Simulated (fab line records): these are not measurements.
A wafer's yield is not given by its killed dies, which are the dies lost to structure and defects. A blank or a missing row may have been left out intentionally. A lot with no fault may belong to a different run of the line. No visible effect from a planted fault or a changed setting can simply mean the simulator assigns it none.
Problem report in the 8D (eight disciplines) form, filled by code + flow sky130 + the parts of the form that need people (team, actions taken, sign-off) are left out

== 1. PROBLEM STATEMENT ==
Across 4 wafers from 3 lots, VIA3_HDPCVD_THK at SKY_VIA3_THK_MEAS_01 averages 1133 nm, while fault-free wafers read 1636 nm with a standard deviation of 12. Relative to the usual mean, that is a shift of -42 standard deviations.
First seen on wafer L712.1, day 41 05:52, on film-metro-01. Wafers with a number at this step in the record: 35, from 12 lots. The rule behind "out" and "out of limits": a value lying over 4 standard deviations away from the usual mean. The other wafers with a number count as sound.

== 2. WHAT IT IS, WHAT IT ISN'T ==
| question                    | is                                          | is not                                                                                                   |
|-----------------------------|---------------------------------------------|----------------------------------------------------------------------------------------------------------|
| which readings at this step | VIA3_HDPCVD_THK                             | -                                                                                                        |
| which lots                  | L712, L713, L714                            | L708, L709, L711, L721, L723, L725, L728, L729, L731                                                     |
| which wafers of those lots  | L712.1, L713.1, L713.4, L714.4              | L712.5, L712.6, L714.2, L714.3                                                                           |
| read on which gauges        | film-metro-01, film-metro-02, film-metro-03 | -                                                                                                        |
| when                        | from day 41 05:52                           | up to then (11 sound wafers); but 20 sound wafers of L714, L721, L723, L725, L728, L729, L731 came after |

== 3. THE SUSPECTS, EACH WITH WHAT RULES IT OUT ==
Counting: any tool at a process step up to the reading remains a suspect provided it ran every lot that is out. Sound lots after the first of them don't rule it out here, since some wafers of a struck lot are sound.
- the gauge at SKY_VIA3_THK_MEAS_01 is ruled out. Those wafers that are out were read across 3 gauges (film-metro-01, film-metro-02, film-metro-03).
- hdpcvd-02 at SKY_VIA3_HDPCVD_00 (deposits SiO2, target thk 1635 nm, time 272.5 s): kept. Ran every lot that is out, first one L712 (day 41 05:42); last sound lot up to then L711 (day 40 21:29). Its own run-length-s readings are out on those wafers.
Left after counting: hdpcvd-02 at SKY_VIA3_HDPCVD_00.

== 4. THE CAUSE (what the simulator had put in) ==
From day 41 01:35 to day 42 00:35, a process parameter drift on hdpcvd-02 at SKY_VIA3_HDPCVD_00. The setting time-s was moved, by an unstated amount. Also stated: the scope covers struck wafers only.
The count eliminated every tool but this one.

== 5. THE CHAIN OF EFFECTS, in route order ==
One row per reading whose mean, taken over the struck wafers that have a number, lies over 3 standard deviations from the usual. Only readings for which the record gives a usual standard deviation are gone through. hours: the time from each lot's start at the first step in this table that gives one to its start at this step, as a median over the lots. sigmas: the change in usual standard deviations.
| hours | step                 | reading         | usual   | on struck wafers | change | sigmas      |
|-------|----------------------|-----------------|---------|------------------|--------|-------------|
| 0     | SKY_VIA3_HDPCVD_00   | run-length-s    | 300.6 s | 216.2            | -84.4  | -99 or more |
| 0     | SKY_VIA3_THK_MEAS_01 | VIA3_HDPCVD_THK | 1636 nm | 1133             | -503   | -42         |
Its process steps:
- SKY_VIA3_HDPCVD_00: deposits SiO2, target thk 1635 nm, time 272.5 s.
Readings that are blank on the struck wafers while sound wafers have them: susceptor-temp-C at SKY_VIA3_HDPCVD_00.

== 6. HOW IT WOULD HAVE BEEN CAUGHT EARLIER ==
Counted from the fault's start at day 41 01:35, it took 4 hours until the first out-of-limits reading at a measuring or inspecting step in this record, taken at day 41 05:52.
At SKY_VIA3_HDPCVD_00, the tool's own readings (run-length-s) were out on each struck wafer the step has a row for, so an alarm limit on them would have fired on the first such wafer.
Among the 3 lots that are out, L713, L714 began SKY_VIA3_HDPCVD_00 on hdpcvd-02 after day 41 05:52. A hold on the tool at that time would have spared those 2.
